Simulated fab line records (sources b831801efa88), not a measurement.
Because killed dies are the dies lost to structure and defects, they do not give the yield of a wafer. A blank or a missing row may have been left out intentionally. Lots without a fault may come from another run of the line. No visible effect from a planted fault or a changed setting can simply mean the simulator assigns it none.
fab line records ; flow gf180mcu ; part 1 of 2: steps 1 to 43 of 45
record lots=6; wafers=18; last-day=33
route steps=602 shown SAB@269 SALICIDE@278 CONTACT@287 M5@535 PASSIVATION@602
lots that met no fault: taken from a fault-free run of the same line
start-h: start of the lot's first displayed wafer, in hours after the record's first day ; wait-h: hours from the lot's prior step to this one ; " identical to the entry in the row above ; L1.1+2: a single row standing in for several wafers ; - either no value or no given start ; * or withheld: withheld ; < > ~ a bound
route shown NAME@n: NAME is a module with steps in the file, n the number in the route of the first one ; usual: mean/standard deviation of fault-free wafers ; same: alike in all rows ; chamber/n: place in a boat ; sites: the reading at each site ; _std_site: standard deviation across them ; _edge_site: mean of outer sites minus mean of inner sites ; radius-mm: for every site, how far away it sits from the centre of the wafer ; mask NAME#n: copy n ; behind: the tool/chamber that last shaped the wafer ; hold: the reason the lot was held/the length of the hold in hours/how it ended ; device: whichever transistor did not switch (one of n, p or np) ; end of line: the route-end tests of the same wafers ; a step without rows: its recipe alone ; killed: not the wafer's yield, but the dies lost to structure and defects at the first sort ; map: a wafer's dies, marking killed ones x, the rest . and places with no die _
set.NAME: the run value of the setting; set.NAME@STEP: its run value at that earlier step ; model.NAME: the simulator's own value behind a step, which no gauge read
a table for each step, a row for each wafer; lots at some steps of the route
services: from which hour (start-h, from the record's first day; less than 0 if before it) a tool's chamber was out of use, for how many hours, and why
## steps
# step GF_SAB_SOFTBAKE_05
# recipe temp-c=90; time-s=60; resist=NOVOLAK
# step GF_SAB_EXPOSE_06
# recipe mask-id=SAB; target-cd-nm=420; na=0.6; source-shape=conventional; sigma-outer=0.6; dose-mj=140
# step GF_SAB_PEB_07
# recipe temp-c=withheld; time-s=*; resist=NOVOLAK
# step GF_SAB_DEVELOP_08
# recipe develop-time-s=62.17; dev-temp-c=23
# step GF_SAB_CD_MEAS_09
# recipe target-cd-nm=420
# usual cd-nm=419.7/2.2
lot.wafer;tool;chamber;start-h;wait-h;cd-nm
L896.1;cd-sem-01;-;372.65;0.1;416.7
L896.2;cd-sem-01;-;372.65;0.1;419.8
L896.5;cd-sem-01;-;372.65;0.1;417.7
L898.1;cd-sem-02;-;387.84;0.1;420.6
L898.2;cd-sem-02;-;387.84;0.1;419.9
L898.4;cd-sem-02;-;387.84;0.1;421.3
L902.1;cd-sem-02;-;442.08;0.1;417.6
L902.3;cd-sem-02;-;442.08;0.1;416.9
L902.4;cd-sem-02;-;442.08;0.1;413.1
L904.2;cd-sem-02;-;456.17;0.1;417.8
L904.5;cd-sem-02;-;456.17;0.1;416.2
L904.6;cd-sem-02;-;456.17;0.1;418.0
L910.3;cd-sem-01;-;490.94;0.1;419.4
L910.4;cd-sem-01;-;490.94;0.1;422.0
L910.5;cd-sem-01;-;490.94;0.1;421.2
L909.3;cd-sem-02;-;491.81;0.1;421.2
L909.5;cd-sem-02;-;491.81;0.1;419.8
L909.6;cd-sem-02;-;491.81;0.1;420.6
# step GF_SAB_OVL_MEAS_10
# usual SAB_OVL=-0.5/1.4
lot.wafer;tool;chamber;start-h;wait-h;SAB_OVL[nm]
L896.1;overlay-01;-;372.77;0.1;0.9
L896.2;overlay-01;-;372.77;0.1;-0.1
L896.5;overlay-01;-;372.77;0.1;-1.2
L898.1;overlay-02;-;387.96;0.1;-0.3
L898.2;overlay-02;-;387.96;0.1;-2.0
L898.4;overlay-02;-;387.96;0.1;-4.0
L902.1;overlay-02;-;442.20;0.1;2.3
L902.3;overlay-02;-;442.20;0.1;0.3
L902.4;overlay-02;-;442.20;0.1;0.2
L904.2;overlay-01;-;456.27;0.1;-1.3
L904.5;overlay-01;-;456.27;0.1;-1.3
L904.6;overlay-01;-;456.27;0.1;-2.0
L910.3;overlay-01;-;491.03;0.1;-0.1
L910.4;overlay-01;-;491.03;0.1;-1.0
L910.5;overlay-01;-;491.03;0.1;-0.5
L909.3;overlay-01;-;491.91;0.1;-1.9
L909.5;overlay-01;-;491.91;0.1;-0.6
L909.6;overlay-01;-;491.91;0.1;-0.4
# step GF_SAB_ETCH_11
# recipe chemistry=C4F8/O2/Ar; mask-material=NOVOLAK; target=SiO2; target-depth-nm=55; source-w=1500; bias-w=1200; pressure-mtorr=40; c4f8-flow-sccm=withheld; O2_flow_sccm=6; Ar_flow_sccm=300; time-s=8.5
# usual oes-product-au=0.998/0.011
lot.wafer;tool;chamber;start-h;wait-h;oes-product-au;rf-hours-counter-h
L896.1;rie-diel-04;0;372.81;0.0;1.018;5
L896.2;rie-diel-04;1;372.81;0.0;1.001;102
L896.5;rie-diel-04;0;372.81;0.0;1.018;-
L898.1;rie-diel-04;0;388.00;0.0;1.004;5
L898.2;rie-diel-04;1;388.00;0.0;0.984;103
L898.4;rie-diel-04;3;388.00;0.0;1.001;50
L902.1;rie-diel-02;2;442.23;0.0;0.988;10
L902.3;rie-diel-02;0;442.23;0.0;1.020;1
L902.4;rie-diel-02;1;442.23;0.0;0.990;15
L904.2;rie-diel-04;0;456.30;0.0;1.008;7
L904.5;rie-diel-04;0;456.30;0.0;1.014;-
L904.6;rie-diel-04;3;456.30;0.0;0.991;-
L910.3;rie-diel-02;2;491.05;0.0;0.989;11
L910.4;rie-diel-02;1;491.05;0.0;1.010;16
L910.5;rie-diel-02;0;491.05;0.0;1.012;-
L909.3;rie-diel-02;2;491.93;0.0;0.989;11
L909.5;rie-diel-02;0;491.93;0.0;1.027;-
L909.6;rie-diel-02;1;491.93;0.0;0.997;-
# step GF_SAB_WET_ETCH_12
# recipe chemistry=dHF; target-depth-nm=22; dry=n2-spin; target=SiO2; temp-c=25; dilution=100:1; time-s=440
# step GF_SAB_STRIP_13
# recipe chemistry=O2/N2; power-w=1400; pressure-mtorr=1500; platen-temp-c=250; o2-flow-sccm=3000; n2-flow-sccm=300; overash-fraction=0.5
# step GF_SALICIDE_CLEAN_00
# recipe chemistry=SC1/SC2; mix=1:4:20; temp-c=70; time-s=150
# step GF_SALICIDE_WET_ETCH_01
# recipe chemistry=dHF; target-depth-nm=5; dry=ipa-marangoni; target=SiO2; temp-c=25; dilution=100:1; time-s=104.5
# step GF_SALICIDE_SPUTTER_02
# recipe material=Co; target-thk-nm=10; power-w=1000; time-s=20; chamber-pressure-pa=0.4
# step GF_SALICIDE_SPUTTER_03
# recipe material=TiN; target-thk-nm=20; power-w=6500; time-s=16.7; chamber-pressure-pa=0.4
# usual chamber-pressure-pa=0.4000/0.00083; throttle-valve-pct=30.7/0.78
lot.wafer;tool;chamber;start-h;wait-h;chamber-pressure-pa;throttle-valve-pct
L896.1;pvd-sputter-04;-;373.18;0.0;0.3986;31.1
L896.2;pvd-sputter-04;-;373.18;0.0;0.3995;30.4
L896.5;pvd-sputter-04;-;373.18;0.0;0.4000;31.0
L898.1;pvd-sputter-01;-;388.44;0.0;0.4018;31.8
L898.2;pvd-sputter-01;-;388.44;0.0;0.3987;31.4
L898.4;pvd-sputter-01;-;388.44;0.0;0.4009;31.2
L902.1;pvd-sputter-01;-;442.61;0.0;0.3834;30.6
L902.3;pvd-sputter-01;-;442.61;0.0;0.3838;31.7
L902.4;pvd-sputter-01;-;442.61;0.0;0.3839;31.9
L904.2;pvd-sputter-01;-;456.67;0.0;0.3828;31.4
L904.5;pvd-sputter-01;-;456.67;0.0;0.3817;31.9
L904.6;pvd-sputter-01;-;456.67;0.0;0.3831;30.4
L910.3;pvd-sputter-03;-;491.42;0.0;0.4001;30.9
L910.4;pvd-sputter-03;-;491.42;0.0;0.4003;30.6
L910.5;pvd-sputter-03;-;491.42;0.0;0.4016;31.1
L909.3;pvd-sputter-04;-;492.30;0.0;0.4000;31.8
L909.5;pvd-sputter-04;-;492.30;0.0;0.4001;31.7
L909.6;pvd-sputter-04;-;492.30;0.0;0.4004;30.1
# step GF_SALICIDE_RS_MEAS_04
# recipe thk-meas-gauge=four-point-probe; reads=TiN_of_SALICIDE_SPUTTER_03+Co_of_SALICIDE_SPUTTER_02
# usual SALICIDE_TIN_RS=16.34/0.27
lot.wafer;tool;chamber;start-h;wait-h;SALICIDE_TIN_RS[ohm/sq]
L896.1;film-metro-02;-;373.20;0.0;16.53
L896.2;film-metro-02;-;373.20;0.0;16.83
L896.5;film-metro-02;-;373.20;0.0;16.65
L898.1;film-metro-02;-;388.47;0.0;16.28
L898.2;film-metro-02;-;388.47;0.0;16.39
L898.4;film-metro-02;-;388.47;0.0;16.09
L902.1;film-metro-03;-;442.63;0.0;16.53
L902.3;film-metro-03;-;442.63;0.0;16.48
L902.4;film-metro-03;-;442.63;0.0;16.76
L904.2;film-metro-02;-;456.72;0.0;15.99
L904.5;film-metro-02;-;456.72;0.0;16.19
L904.6;film-metro-02;-;456.72;0.0;16.22
L910.3;film-metro-02;-;491.49;0.1;15.89
L910.4;film-metro-02;-;491.49;0.1;16.04
L910.5;film-metro-02;-;491.49;0.1;16.12
L909.3;film-metro-04;-;492.37;0.1;16.64
L909.5;film-metro-04;-;492.37;0.1;16.42
L909.6;film-metro-04;-;492.37;0.1;16.53
# step GF_SALICIDE_THK_MEAS_05
# recipe thk-meas-gauge=xrf; reads=TiN_of_SALICIDE_SPUTTER_03
# usual SALICIDE_TIN_THK=20.35/0.29
lot.wafer;tool;chamber;start-h;wait-h;SALICIDE_TIN_THK[nm]
L896.1;film-metro-02;-;373.32;0.1;20.05
L896.2;film-metro-02;-;373.32;0.1;20.18
L896.5;film-metro-02;-;373.32;0.1;19.79
L898.1;film-metro-02;-;388.59;0.1;20.56
L898.2;film-metro-02;-;388.59;0.1;20.25
L898.4;film-metro-02;-;388.59;0.1;20.04
L902.1;film-metro-03;-;442.75;0.1;20.93
L902.3;film-metro-03;-;442.75;0.1;20.55
L902.4;film-metro-03;-;442.75;0.1;20.34
L904.2;film-metro-02;-;456.83;0.1;20.44
L904.5;film-metro-02;-;456.83;0.1;20.42
L904.6;film-metro-02;-;456.83;0.1;20.85
L910.3;film-metro-02;-;491.59;0.1;20.56
L910.4;film-metro-02;-;491.59;0.1;20.64
L910.5;film-metro-02;-;491.59;0.1;20.51
L909.3;film-metro-04;-;492.47;0.1;20.31
L909.5;film-metro-04;-;492.47;0.1;20.46
L909.6;film-metro-04;-;492.47;0.1;20.51
# step GF_SALICIDE_RTA_06
# recipe temp-c=530; time-s=30; ambient=N2
# usual lamp-power-pct=5.35/0.24; wafer_temp_C_max=533.3/0.72
lot.wafer;tool;chamber;start-h;wait-h;lamp-power-pct;wafer_temp_C_max
L896.1;rtp-anneal-02;0;373.38;0.1;5.21;533.5
L896.2;rtp-anneal-02;0;373.38;0.1;5.21;533.6
L896.5;rtp-anneal-02;0;373.38;0.1;5.21;533.3
L898.1;rtp-anneal-01;0;388.65;0.1;5.75;532.4
L898.2;rtp-anneal-01;0;388.65;0.1;5.75;532.1
L898.4;rtp-anneal-01;0;388.65;0.1;5.77;533.1
L902.1;rtp-anneal-02;0;442.81;0.1;5.21;532.9
L902.3;rtp-anneal-02;0;442.81;0.1;5.20;534.0
L902.4;rtp-anneal-02;0;442.81;0.1;5.21;533.8
L904.2;rtp-anneal-02;0;456.89;0.1;5.21;533.9
L904.5;rtp-anneal-02;0;456.89;0.1;5.22;533.4
L904.6;rtp-anneal-02;0;456.89;0.1;5.21;533.5
L910.3;rtp-anneal-02;0;491.70;0.1;5.22;532.7
L910.4;rtp-anneal-02;0;491.70;0.1;5.21;533.4
L910.5;rtp-anneal-02;0;491.70;0.1;5.21;533.0
L909.3;rtp-anneal-02;0;492.57;0.1;5.22;533.1
L909.5;rtp-anneal-02;0;492.57;0.1;5.21;534.1
L909.6;rtp-anneal-02;0;492.57;0.1;5.21;534.0
# step GF_SALICIDE_WET_ETCH_07
# recipe chemistry=SPM; target-depth-nm=120; dry=n2-spin
# step GF_SALICIDE_RTA_08
# recipe temp-c=800; time-s=30; ambient=N2
# usual lamp-power-pct=15.7/0.61; wafer_temp_C_max=804.4/0.95
lot.wafer;tool;chamber;start-h;wait-h;lamp-power-pct;wafer_temp_C_max
L896.1;rtp-anneal-01;0;373.58;0.0;16.0;804.6
L896.2;rtp-anneal-01;0;373.58;0.0;16.0;803.3
L896.5;rtp-anneal-01;0;373.58;0.0;16.0;803.9
L898.1;rtp-anneal-02;0;388.85;0.0;14.5;805.6
L898.2;rtp-anneal-02;0;388.85;0.0;14.5;804.2
L898.4;rtp-anneal-02;0;388.85;0.0;14.5;805.3
L902.1;rtp-anneal-01;0;443.01;0.0;16.0;803.9
L902.3;rtp-anneal-01;0;443.01;0.0;16.0;803.2
L902.4;rtp-anneal-01;0;443.01;0.0;16.0;803.3
L904.2;rtp-anneal-01;0;457.09;0.0;16.0;804.6
L904.5;rtp-anneal-01;0;457.09;0.0;16.0;804.5
L904.6;rtp-anneal-01;0;457.09;0.0;16.0;804.4
L910.3;rtp-anneal-01;0;491.96;0.0;16.0;805.0
L910.4;rtp-anneal-01;0;491.96;0.0;16.0;802.9
L910.5;rtp-anneal-01;0;491.96;0.0;16.0;803.5
L909.3;rtp-anneal-01;0;492.84;0.0;16.0;804.0
L909.5;rtp-anneal-01;0;492.84;0.0;16.0;804.1
L909.6;rtp-anneal-01;0;492.84;0.0;16.0;805.0
# step GF_CONTACT_CVD_00
# recipe material=SiO2; target-thk-nm=300; sigma-open-frac=0.3; temp-c=400; time-s=50; sih4-flow-sccm=60; pressure-mtorr=6
# step GF_CONTACT_THK_MEAS_01
# recipe reads=SiO2_of_CONTACT_CVD_00
# usual CONTACT_CVD_00_THK=297.1/2.8
lot.wafer;tool;chamber;start-h;wait-h;CONTACT_CVD_00_THK[nm]
L896.1;film-metro-01;-;373.72;0.0;294.6
L896.2;film-metro-01;-;373.72;0.0;298.3
L896.5;film-metro-01;-;373.72;0.0;299.7
L898.1;film-metro-02;-;388.99;0.0;293.7
L898.2;film-metro-02;-;388.99;0.0;294.8
L898.4;film-metro-02;-;388.99;0.0;298.2
L902.1;film-metro-02;-;443.15;0.0;293.9
L902.3;film-metro-02;-;443.15;0.0;294.3
L902.4;film-metro-02;-;443.15;0.0;301.5
L904.2;film-metro-03;-;457.23;0.0;297.7
L904.5;film-metro-03;-;457.23;0.0;296.4
L904.6;film-metro-03;-;457.23;0.0;297.8
L910.3;film-metro-01;-;492.09;0.0;301.1
L910.4;film-metro-01;-;492.09;0.0;295.4
L910.5;film-metro-01;-;492.09;0.0;297.6
L909.3;film-metro-01;-;492.97;0.0;299.6
L909.5;film-metro-01;-;492.97;0.0;298.4
L909.6;film-metro-01;-;492.97;0.0;296.1
# step GF_CONTACT_CVD_02
# recipe material=SiO2; target-thk-nm=860; precursor=TEOS; temp-c=400; time-s=95.992; rf-w=600
# usual heater-power-w=739/130
lot.wafer;tool;chamber;start-h;wait-h;heater-power-w
L896.1;pecvd-01;1;373.78;0.1;734
L896.2;pecvd-01;0;373.78;0.1;862
L896.5;pecvd-01;1;373.78;0.1;602
L898.1;pecvd-01;0;389.05;0.1;916
L898.2;pecvd-01;2;389.05;0.1;727
L898.4;pecvd-01;2;389.05;0.1;771
L902.1;pecvd-03;2;443.21;0.1;823
L902.3;pecvd-03;1;443.21;0.1;553
L902.4;pecvd-03;0;443.21;0.1;843
L904.2;pecvd-03;0;457.28;0.0;710
L904.5;pecvd-03;2;457.28;0.0;647
L904.6;pecvd-03;0;457.28;0.0;756
L910.3;pecvd-03;1;492.13;0.0;536
L910.4;pecvd-03;0;492.13;0.0;791
L910.5;pecvd-03;1;492.13;0.0;558
L909.3;pecvd-01;1;493.01;0.0;634
L909.5;pecvd-01;2;493.01;0.0;612
L909.6;pecvd-01;1;493.01;0.0;695
# step GF_CONTACT_THK_MEAS_03
# recipe reads=SiO2_of_CONTACT_CVD_02
# usual CONTACT_CVD_02_THK=856/12
lot.wafer;tool;chamber;start-h;wait-h;CONTACT_CVD_02_THK[nm]
L896.1;film-metro-02;-;373.85;0.0;854
L896.2;film-metro-02;-;373.85;0.0;844
L896.5;film-metro-02;-;373.85;0.0;867
L898.1;film-metro-03;-;389.14;0.1;832
L898.2;film-metro-03;-;389.14;0.1;860
L898.4;film-metro-03;-;389.14;0.1;874
L902.1;film-metro-01;-;443.28;0.0;853
L902.3;film-metro-01;-;443.28;0.0;839
L902.4;film-metro-01;-;443.28;0.0;859
L904.2;film-metro-02;-;457.36;0.0;850
L904.5;film-metro-02;-;457.36;0.0;874
L904.6;film-metro-02;-;457.36;0.0;865
L910.3;film-metro-03;-;492.22;0.1;837
L910.4;film-metro-03;-;492.22;0.1;858
L910.5;film-metro-03;-;492.22;0.1;861
L909.3;film-metro-03;-;493.10;0.1;861
L909.5;film-metro-03;-;493.10;0.1;883
L909.6;film-metro-03;-;493.10;0.1;863
# step GF_CONTACT_CMP_04
# recipe material=SiO2; down-force-psi=4; platen-rpm=60; pad-velocity-m-s=0.94248
# step GF_CONTACT_BOW_MEAS_05
# recipe mode=bow
# usual CONTACT_BOW=66/6.8
lot.wafer;tool;chamber;start-h;wait-h;CONTACT_BOW[um]
L896.1;film-metro-01;-;374.21;0.1;54
L896.2;film-metro-01;-;374.21;0.1;59
L896.5;film-metro-01;-;374.21;0.1;66
L898.1;film-metro-02;-;389.50;0.2;59
L898.2;film-metro-02;-;389.50;0.2;69
L898.4;film-metro-02;-;389.50;0.2;65
L902.1;film-metro-01;-;443.64;0.1;73
L902.3;film-metro-01;-;443.64;0.1;61
L902.4;film-metro-01;-;443.64;0.1;63
L904.2;film-metro-03;-;457.73;0.3;71
L904.5;film-metro-03;-;457.73;0.3;56
L904.6;film-metro-03;-;457.73;0.3;63
L910.3;film-metro-03;-;492.60;0.2;55
L910.4;film-metro-03;-;492.60;0.2;80
L910.5;film-metro-03;-;492.60;0.2;78
L909.3;film-metro-02;-;493.48;0.2;64
L909.5;film-metro-02;-;493.48;0.2;67
L909.6;film-metro-02;-;493.48;0.2;67
# step GF_CONTACT_DEHYDRATE_06
# recipe temp-c=200; time-s=60
# step GF_CONTACT_HMDS_07
# recipe prime-time-s=60; prime-temp-c=120
# step GF_CONTACT_COAT_08
# recipe resist=BARC; temp-c=withheld; time-s=withheld; spin-rpm=withheld; resist-thk-nm=withheld
# step GF_CONTACT_COAT_09
# recipe resist=KrF; spin-rpm=withheld; resist-thk-nm=1000
# step GF_CONTACT_SOFTBAKE_10
# recipe temp-c=130; time-s=60; resist=KrF
# step GF_CONTACT_EXPOSE_11
# recipe mask-id=Contact; target-cd-nm=220; na=0.68; source-shape=conventional; sigma-outer=0.6; dose-mj=38
# step GF_CONTACT_PEB_12
# recipe peb-temp-c=135; peb-time-s=90; resist=KrF
# step GF_CONTACT_DEVELOP_13
# recipe develop-time-s=60; resist=KrF; dev-temp-c=21
# step GF_CONTACT_CD_MEAS_14
# recipe target-cd-nm=220
# usual cd-nm=220.4/1.2
lot.wafer;tool;chamber;start-h;wait-h;cd-nm
L896.1;cd-sem-02;-;397.20;0.1;219.5
L896.2;cd-sem-02;-;397.20;0.1;219.3
L896.5;cd-sem-02;-;397.20;0.1;219.1
L898.1;cd-sem-02;-;412.24;0.1;219.0
L898.2;cd-sem-02;-;412.24;0.1;219.5
L898.4;cd-sem-02;-;412.24;0.1;219.2
L902.1;cd-sem-02;-;467.39;0.1;221.4
L902.3;cd-sem-02;-;467.39;0.1;221.3
L902.4;cd-sem-02;-;467.39;0.1;221.7
L904.2;cd-sem-01;-;482.36;0.1;219.2
L904.5;cd-sem-01;-;482.36;0.1;220.2
L904.6;cd-sem-01;-;482.36;0.1;220.6
L910.3;cd-sem-02;-;515.96;0.1;221.1
L910.4;cd-sem-02;-;515.96;0.1;221.4
L910.5;cd-sem-02;-;515.96;0.1;221.5
L909.3;cd-sem-02;-;517.24;0.1;220.5
L909.5;cd-sem-02;-;517.24;0.1;220.4
L909.6;cd-sem-02;-;517.24;0.1;219.9
# step GF_CONTACT_OVL_MEAS_15
# usual CONTACT_OVL=-1/6.3
lot.wafer;tool;chamber;start-h;wait-h;CONTACT_OVL[nm]
L896.1;overlay-01;-;397.32;0.1;0
L896.2;overlay-01;-;397.32;0.1;5
L896.5;overlay-01;-;397.32;0.1;7
L898.1;overlay-02;-;412.36;0.1;-5
L898.2;overlay-02;-;412.36;0.1;5
L898.4;overlay-02;-;412.36;0.1;-3
L902.1;overlay-02;-;467.51;0.1;-10
L902.3;overlay-02;-;467.51;0.1;-9
L902.4;overlay-02;-;467.51;0.1;3
L904.2;overlay-01;-;482.47;0.1;-4
L904.5;overlay-01;-;482.47;0.1;-3
L904.6;overlay-01;-;482.47;0.1;-10
L910.3;overlay-02;-;516.06;0.1;-9
L910.4;overlay-02;-;516.06;0.1;-1
L910.5;overlay-02;-;516.06;0.1;-5
L909.3;overlay-01;-;517.33;0.1;-1
L909.5;overlay-01;-;517.33;0.1;-5
L909.6;overlay-01;-;517.33;0.1;-1
# step GF_CONTACT_ETCH_16
# recipe chemistry=N2/H2; target-depth-a=withheld; overetch-a=withheld; time-s=withheld; target=BARC; ion-energy-ev=200; source-w=500; bias-w=100; pressure-mtorr=30; n2-flow-sccm=100; h2-flow-sccm=200
# usual drypump-motor-current-A=5.6/0.6; n2-flow-sccm=100.0/0.31; oes-product-au=0.854/0.0043; throttle-valve-pct=13.224/0.0087
lot.wafer;tool;chamber;start-h;wait-h;drypump-motor-current-A;n2-flow-sccm;oes-product-au;throttle-valve-pct
L896.1;rie-diel-01;1;397.36;0.0;5.8;100.3;0.854;13.223
L896.2;rie-diel-01;0;397.36;0.0;6.1;100.2;0.854;13.231
L896.5;rie-diel-01;1;397.36;0.0;5.8;100.6;0.853;13.219
L898.1;rie-diel-04;1;412.40;0.0;5.6;100.3;0.852;13.232
L898.2;rie-diel-04;2;412.40;0.0;6.1;100.3;0.850;13.223
L898.4;rie-diel-04;3;412.40;0.0;5.0;99.8;0.857;13.212
L902.1;rie-diel-01;3;467.55;0.0;5.3;100.2;0.855;13.233
L902.3;rie-diel-01;1;467.55;0.0;5.8;99.9;0.855;13.237
L902.4;rie-diel-01;0;467.55;0.0;6.1;100.2;0.850;13.223
L904.2;rie-diel-03;3;482.50;0.0;6.7;100.2;0.854;13.223
L904.5;rie-diel-03;1;482.50;0.0;5.1;99.8;0.849;13.214
L904.6;rie-diel-03;0;482.50;0.0;5.1;100.1;0.852;13.230
L910.3;rie-diel-03;0;516.08;0.0;5.1;99.7;0.859;13.222
L910.4;rie-diel-03;2;516.08;0.0;5.1;100.7;0.853;13.230
L910.5;rie-diel-03;0;516.08;0.0;5.1;99.6;0.846;13.226
L909.3;rie-diel-04;3;517.35;0.0;5.0;99.6;0.852;13.214
L909.5;rie-diel-04;2;517.35;0.0;6.2;100.3;0.851;13.212
L909.6;rie-diel-04;3;517.35;0.0;5.0;100.3;0.856;13.220
# step GF_CONTACT_ETCH_17
# recipe chemistry=C4F8/O2/Ar; mask-material=KrF; target=SiO2; stop-on=CoSi2; source-w=1500; bias-w=1200; pressure-mtorr=40; c4f8-flow-sccm=withheld; O2_flow_sccm=6; Ar_flow_sccm=300; time-s=withheld; target-depth-a=8600
# step GF_CONTACT_STRIP_18
# recipe chemistry=O2/N2; power-w=1400; pressure-mtorr=1500; platen-temp-c=250; o2-flow-sccm=3000; n2-flow-sccm=300; overash-fraction=0.5
# step GF_CONTACT_CLEAN_19
# recipe chemistry=SPM
# step GF_CONTACT_CLEAN_20
# recipe chemistry=DIW
# step GF_CONTACT_CLEAN_21
# recipe chemistry=dHF; time-s=20; dilution=100:1; dry=ipa-marangoni
# step GF_CONTACT_SPUTTER_22
# recipe material=Ti; target-thk-nm=15; chamber-pressure-pa=5; power-w=2500; substrate-temp-c=200; time-s=80.02
# step GF_CONTACT_SPUTTER_23
# recipe material=TiN; target-thk-nm=10; chamber-pressure-pa=5; power-w=4000; time-s=40
# step GF_M5_ETCH_09
# recipe chemistry=CF4/O2; target=Si3N4; target-depth-nm=52; source-w=800; bias-w=150; pressure-mtorr=150; cf4-flow-sccm=80; O2_flow_sccm=10; time-s=11.6
# usual O2_flow_sccm=10.00/0.034; drypump-motor-current-A=5.8/0.45; oes-product-au=1.001/0.013; throttle-valve-pct=5.970/0.011
lot.wafer;tool;chamber;start-h;wait-h;O2_flow_sccm;drypump-motor-current-A;oes-product-au;rf-hours-counter-h;throttle-valve-pct;model.M5.cd-nm
L896.1;rie-diel-02;0;635.60;0.0;10.01;6.1;1.027;6;5.982;280.3
L896.2;rie-diel-02;3;635.60;0.0;9.97;5.7;0.992;30;5.977;280.7
L896.5;rie-diel-02;2;635.60;0.0;9.99;5.9;0.990;-;5.979;280.2
L898.1;rie-diel-01;3;650.84;0.0;10.07;5.3;0.996;6;5.981;278.2
L898.2;rie-diel-01;0;650.84;0.0;10.04;6.0;1.007;41;5.977;278
L898.4;rie-diel-01;2;650.84;0.0;10.03;6.6;0.992;18;5.958;276.3
L902.1;rie-diel-02;1;701.50;0.0;9.99;6.4;0.995;22;5.964;271.5
L902.3;rie-diel-02;2;701.50;0.0;9.99;5.9;0.994;18;5.957;271.7
L902.4;rie-diel-02;3;701.50;0.0;9.98;5.7;0.992;32;5.969;271.5
L904.2;rie-diel-01;0;710.66;0.0;10.03;6.0;1.021;43;5.971;274.7
L904.5;rie-diel-01;0;710.66;0.0;10.02;6.0;1.013;-;5.986;275.3
L904.6;rie-diel-01;3;710.66;0.0;10.02;5.3;1.008;-;5.981;272.8
L910.3;rie-diel-04;0;739.33;0.0;10.01;5.4;1.005;16;5.980;280.3
L910.4;rie-diel-04;2;739.33;0.0;10.02;6.1;1.011;20;5.969;279.6
L910.5;rie-diel-04;2;739.33;0.0;10.01;6.1;1.009;-;5.964;280.3
L909.3;rie-diel-01;2;739.58;0.0;10.00;6.7;0.977;22;5.970;278.4
L909.5;rie-diel-01;3;739.58;0.0;10.01;5.4;1.009;-;5.967;279.1
L909.6;rie-diel-01;2;739.58;0.0;9.95;6.6;0.987;-;5.955;278.3
## key
first-sign step=GF_SALICIDE_SPUTTER_03; reading=chamber-pressure-pa; direction=down; sigmas=20; usual=0.4000; struck=0.3831
effect none on later readings
model-effect step=GF_M5_ETCH_09; value=M5.cd-nm; without=279.1; struck=272.9
model-effect step=GF_M5_METAL_ETCH_10; value=M5.cd-nm; without=276; struck=269.8
model-effect step=GF_PASSIVATION_PROBE_99; value=etest.met5.width-nm; without=275.8; struck=269.5
met-at GF_SALICIDE_SPUTTER_03
struck-wafers L902.1,L902.3,L902.4,L904.2,L904.5,L904.6
tester-left-out L902,L904
loop-trim step=GF_M5_EXPOSE_04; setting=dose; lots=L902,L904
onset-between 388.44 442.61
fault kind=process-parameter-drift; tool=pvd-sputter-01; chamber=-; onset-h=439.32; steps=GF_SALICIDE_SPUTTER_03; channel=chamber-pressure-pa; offset=-0.016527; shape=step; end-h=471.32; acts-in=these-recipes-only; stated=0.4
# tester-left-out: of these lots the tester's yield and bins aren't shown, on N5 and GAA mostly nor the transistor test; their killed dies are dies lost to structure and defects alone, not to doping, threshold or leakage, so they don't give the yield
# loop-trim: a control loop set the setting to another value than it would have without faults
